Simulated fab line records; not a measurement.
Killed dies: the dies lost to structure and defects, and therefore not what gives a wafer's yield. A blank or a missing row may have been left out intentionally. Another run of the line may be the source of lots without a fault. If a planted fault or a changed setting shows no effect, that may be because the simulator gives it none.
Which of the tools did it? :: flow gf180mcu :: 6 lots with 18 wafers sampled at 2 steps, on a route of 602 steps

WHAT THE GAUGES READ, wafer by wafer
GF_V5_BOW_MEAS_05.
lot: L636
measured: day 26 14:58
on: film-metro-03
V5_BOW (um): 119 117 131

lot: L638
measured: day 27 10:51
on: film-metro-02
V5_BOW (um): 129 131 139

lot: L646
measured: day 29 21:34
on: film-metro-03
V5_BOW (um): 121 121 129

lot: L650
measured: day 31 13:40
on: film-metro-03
V5_BOW (um): 141 134 130

lot: L652
measured: day 32 02:08
on: film-metro-02
V5_BOW (um): 138 119 127

lot: L656
measured: day 32 16:12
on: film-metro-03
V5_BOW (um): 131 137 145

WHICH TOOL RAN EACH LOT (tool, then ch and the chambers of the sampled wafers, then the start)
lot: L636
GF_MIM_STRIP_20: plasma-asher-02 ch 0,1, day 25 16:17

lot: L638
GF_MIM_STRIP_20: plasma-asher-02 ch 0,1, day 26 12:22

lot: L646
GF_MIM_STRIP_20: plasma-asher-03 ch 0,1, day 29 01:02

lot: L650
GF_MIM_STRIP_20: plasma-asher-03 ch 0,1, day 30 18:02

lot: L652
GF_MIM_STRIP_20: plasma-asher-02 ch 1, day 31 07:20

lot: L656
GF_MIM_STRIP_20: plasma-asher-02 ch 0,1, day 31 21:35
- GF_MIM_STRIP_20: strips in O2/N2.

THE ANSWER, worked out from the rows above alone
Rule: what is usual is taken from the lots themselves. Put in order of their means at a reading, lots are off if they are a third of the lots or fewer, leave a main group of 4 or more, and stand apart from it by a gap of 3 or more times the standard deviation of the main group's means; of several such gaps the widest counts. A main group whose means are all the same, to the digits that the tables above print for the reading, isn't used. Also off: a lot with no number at a reading for which 4 or more lots have one. Where the step has rows for the other lots, those lots are counted as sound.
No lot is off on any of the readings shown, so nothing can be concluded from this.

WHAT HAD BEEN PUT IN BY THE SIMULATOR
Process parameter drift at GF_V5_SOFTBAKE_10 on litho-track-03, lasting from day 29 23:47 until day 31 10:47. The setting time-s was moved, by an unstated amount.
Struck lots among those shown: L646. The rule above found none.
